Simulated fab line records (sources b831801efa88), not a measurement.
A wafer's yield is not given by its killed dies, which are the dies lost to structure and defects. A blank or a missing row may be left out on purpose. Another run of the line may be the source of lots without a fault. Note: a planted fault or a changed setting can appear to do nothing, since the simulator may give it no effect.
Split-lot experiment	flow sfq-line	23 wafers read across 5 lots, on a route 325 steps long

== SPLIT DETAILS ==
At SFQ_TRILAYER_JJ_CE_ETCH_RIE_118 (chemistry SF6, target Nb, stops on Al2O3, time 97.7 s, target depth 170 nm), the setting icp-w was moved away from the recipe's 600 W on 6 of the 23 wafers read, by +4.1% to +8.0%. This setting was run at the recipe's value on the other wafers.

The reading is taken at the split's own step.

== THE READING ==
KrF_of_TRILAYER_JJ_CE_LITHO_COAT_114.thk-nm (the simulator's own value, which no gauge read), in nm, at SFQ_TRILAYER_JJ_CE_ETCH_RIE_118 (chemistry SF6, target Nb, stops on Al2O3, time 97.7 s, target depth 170 nm). The file does not state a usual value for it. Here, 17 wafers ran the recipe; their average is 475.9 nm with a standard deviation of 3 nm.

wafer	tool, chamber at the split	icp-w as run, W	against the recipe	KrF_of_TRILAYER_JJ_CE_LITHO_COAT_114.thk-nm, nm	against lot-mates on the recipe
L074.1	rie-metal-02, 1	600	recipe	472.3	-
L074.2	rie-metal-02, 0	600	recipe	474.8	-
L074.4	rie-metal-02, 1	600	recipe	473.2	-
L074.5	rie-metal-02, 0	600	recipe	474.7	-
L074.6	rie-metal-02, 1	600	recipe	475.5	-
L075.1	rie-metal-04, 0	648.2	+8.0%	473.7	-7.7
L075.2	rie-metal-04, 1	648.2	+8.0%	473.7	-7.7
L075.3	rie-metal-04, 0	600	recipe	478.5	-
L075.4	rie-metal-04, 1	600	recipe	484.2	-
L075.5	rie-metal-04, 0	648.2	+8.0%	471.1	-10.2
L076.2	rie-metal-02, 0	600	recipe	474.4	-
L076.3	rie-metal-02, 1	600	recipe	473	-
L076.4	rie-metal-02, 0	600	recipe	472.7	-
L076.5	rie-metal-02, 0	600	recipe	474.3	-
L076.6	rie-metal-02, 1	600	recipe	474.4	-
L078.1	rie-metal-04, 0	600	recipe	476.7	-
L078.4	rie-metal-04, 0	600	recipe	476.8	-
L078.5	rie-metal-04, 0	600	recipe	476.7	-
L083.1	rie-metal-04, 0	624.4	+4.1%	473	-6.3
L083.2	rie-metal-04, 1	600	recipe	479.5	-
L083.3	rie-metal-04, 1	600	recipe	479.1	-
L083.4	rie-metal-04, 0	624.4	+4.1%	473.1	-6.2
L083.5	rie-metal-04, 0	624.4	+4.1%	473	-6.3

THE FIT
A straight line over all 23 wafers: KrF_of_TRILAYER_JJ_CE_LITHO_COAT_114.thk-nm changes by -0.439 nm for each +1% of icp-w; r = -0.43; the points scatter about the line by 2.7 nm.
The same after taking each lot's own level away (the mean of its wafers on the recipe; 23 wafers): -1.14 nm for each +1%; r = -0.93; scatter 1.4 nm.
Per that fit: largest icp-w move, reading shift of 9.1 nm.
The lots' own levels span 473.76 to 481.35 nm, that is 2.6 times the standard deviation above.
So the lot-to-lot level blurs the effect unless lot-mates are compared.
Check: for one of the wafers moved furthest among these (+8.0%), held out of the fit, the line's prediction against its lot-mates is -9.87 nm. It came out at -7.65 nm against them.

== FURTHER SPLITS ON THESE WAFERS ==
Before the reading, these wafers also passed through other splits. Each is held against what the fit with the lots' levels taken away leaves over:
other split on the same wafers	wafers away from the commonest value	r with KrF_of_TRILAYER_JJ_CE_LITHO_COAT_114.thk-nm (lot level and that fit taken away)
SFQ_TRILAYER_I2_VIA_BARC_OPEN_VIA_ETCH_096 time-s	5	+0.37
SFQ_TRILAYER_M3_LITHO_PEB_078 peb-temp-c	8	+0.01
SFQ_TRILAYER_M3_BARC_OPEN_METAL_ETCH_100 time-s	6	+0.04
SFQ_TRILAYER_I3_VIA_LITHO_COAT_085 spin-rpm	9	-0.19
SFQ_TRILAYER_M4_LITHO_EXPOSE_094 dose-mj	9	-0.08
SFQ_TRILAYER_M4_ETCH_METAL_ETCH_096 time-s	6	+0.17
SFQ_TRILAYER_I4_VIA_LITHO_EXPOSE_104 dose-mj	11	-0.19
SFQ_TRILAYER_I4_VIA_ETCH_VIA_ETCH_106 bias-w	10	-0.46
SFQ_TRILAYER_JJ_CE_LITHO_EXPOSE_115 dose-mj	5	+0.18

== THE FILE'S OWN FIT ==
KrF_of_TRILAYER_JJ_CE_LITHO_COAT_114.thk-nm changes by -1.16 nm for each +1% of icp-w, r = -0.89.
